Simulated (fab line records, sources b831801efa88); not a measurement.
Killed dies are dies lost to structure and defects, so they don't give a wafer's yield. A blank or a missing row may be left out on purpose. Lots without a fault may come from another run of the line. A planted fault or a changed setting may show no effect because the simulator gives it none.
A struck lot beside a sound one | flow sky130 | 18 steps out of a route of 708
Sound: wafers L636.2, L636.3, L636.4. Struck: wafers L647.1, L647.4, L647.5. The cause comes at the end.
At each step with rows: each side's tool, then ch and its chambers, then its first start. Under that, the readings that differ: sound wafers | struck wafers | difference of the means | sigmas: that difference in standard deviations of wafers without a fault.
alike: readings whose means differ by less than 2 such deviations, and words and numbers that are the same on both sides. not compared: withheld readings, readings that some wafer has no value for, bounds like >300 that may hide the same value, and numbers for which the record gives no deviation and whose values overlap.
The two part at a step that has a row with sigmas, a row that says differs or no value, or rows on one side only. Numbers that don't overlap but have no deviation are shown without sigmas and don't part them. A reading that every wafer of one side lacks parts them only if that side has two wafers or more.

first, 5 steps without rows for these wafers: SKY_SD_N_COAT_02 (resist thk 1140 nm); SKY_SD_N_SOFTBAKE_03 (time 60 s); SKY_SD_N_EXPOSE_04 (exposes mask NSDM, target cd 380 nm); SKY_SD_N_PEB_05; SKY_SD_N_DEVELOP_06 (develop time 60 s).
SKY_SD_N_CD_MEAS_07: target cd 380 nm.
  sound on cd_sem-02, day 28 11:22; struck on cd_sem-02, day 32 05:27
  alike: cd_nm
SKY_SD_N_OVL_MEAS_08:
  sound on overlay-01, day 28 11:29; struck on overlay-01, day 32 05:34
  alike: SD_N_OVL
then, 2 steps without rows for these wafers: SKY_SD_N_IMPLANT_09; SKY_SD_N_IMPLANT_10.
SKY_SD_N_STRIP_11: strips in O2/N2.
  sound on plasma_asher-03 ch 0,1, day 28 11:49; struck on plasma_asher-04 ch 0,1, day 32 05:55
  alike: drypump_motor_current_A, oes_product_au, strip_time_to_endpoint_s
  not compared: rf_hours_counter_h
SKY_SD_N_TW_MEAS_12:
  sound on film_metro-01, day 28 11:55; struck on film_metro-03, day 32 06:01
  alike: SD_N_TW
then, 1 step without rows for these wafers: SKY_SD_N_CLEAN_13 (cleans in SC1/SC2, time 150 s).
SKY_SD_N_RTA_14: time 2 s.
  sound on rtp_anneal-02 ch 0, day 28 12:03; struck on rtp_anneal-02 ch 0, day 32 06:07
  reading            | sound                | struck               | difference | sigmas
  lamp_power_pct (%) | 15.73 15.75 15.76    | 16.93 16.89 16.96    | +1.18      | +23
  wafer_temp_C_max   | 1079.8 1079.6 1080.3 | 1128.6 1128.5 1128.6 | +48.7      | +30
SKY_SD_N_RS_MEAS_16: measures by four-point-probe.
  sound on film_metro-02, day 28 12:14; struck on film_metro-01, day 32 06:17
  reading          | sound             | struck            | difference | sigmas
  SD_N_RS (ohm/sq) | 68.52 68.66 68.68 | 59.27 59.14 59.00 | -9.48      | -79
SKY_SD_N_RS_MEAS_17: measures by four-point-probe.
  sound on film_metro-02, day 28 12:21; struck on film_metro-01, day 32 06:25
  reading          | sound             | struck            | difference | sigmas
  SD_P_RS (ohm/sq) | 147.4 146.9 147.4 | 101.9 101.6 101.5 | -45.6      | -99 or more
SKY_SD_N_RS_MEAS_18: measures by four-point-probe.
  sound on film_metro-02, day 28 12:28; struck on film_metro-01, day 32 06:32
  reading               | sound             | struck            | difference | sigmas
  RES_XHIGH_RS (ohm/sq) | 333.0 333.0 333.6 | 329.2 329.0 327.9 | -4.5       | -4
then, 1 step without rows for these wafers: SKY_SALICIDE_CLEAN_00 (cleans in HF-last, time 30 s).
-- the record jumps here: 17 days lie between the struck wafers' starts before and after (it left off in module SALICIDE and takes up again in module PAD_OPEN, whose first step shown is number 708 of the route) --
SKY_PAD_OPEN_PROBE_99:
  sound on prober-01, day 46 03:17; struck on prober-01, day 48 20:50
  reading                                | sound             | struck            | difference | sigmas
  killed_at_contacts                     | 28 34 27          | 21 16 17          | -12        | -2
  killed_open                            | 59 61 44          | 44 43 35          | -14        | -2
  model.etest.res_xhigh_po.line_ohm_um   | 5820 5533 5803    | 3837 3822 3799    | -1899      |
  model.etest.res_xhigh_po.rs_ohm_sq     | 2041 1963 1980    | 1373 1353 1333    | -642       |
  model.etest.pfet_01v8.r_on_ohm_um      | 2896 2869 2894    | 2415 2376 2374    | -498       |
  model.etest.res_pdiff.line_ohm_um      | 1384 1343 1404    | 997.5 1007 997    | -376.5     |
  model.etest.pfet_g5v0d10v5.r_on_ohm_um | 4792 4742 4825    | 4570 4577 4565    | -216       |
  model.etest.res_high_po.line_ohm_um    | 740 716.5 748.7   | 558.4 552 547.9   | -182.3     |
  model.etest.licon_high_po.rc_ohm       | 358.2 353.9 356.4 | 217.2 208.4 204.2 | -146.2     |
  model.etest.res_ndiff.line_ohm_um      | 777.6 740.1 784   | 662.4 667 665     | -102.4     |
  alike: killed_at_M0_to_M3, killed_at_M4_up, killed_at_front_end, killed_at_other, killed_dies, killed_short

WHERE THEY PART
First at SKY_SD_N_RTA_14; last, within this record, at SKY_PAD_OPEN_PROBE_99.

WHY: what the simulator had put in
Process parameter drift: rtp_anneal-02, from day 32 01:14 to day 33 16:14, at SKY_SD_N_RTA_14. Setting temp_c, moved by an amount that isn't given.
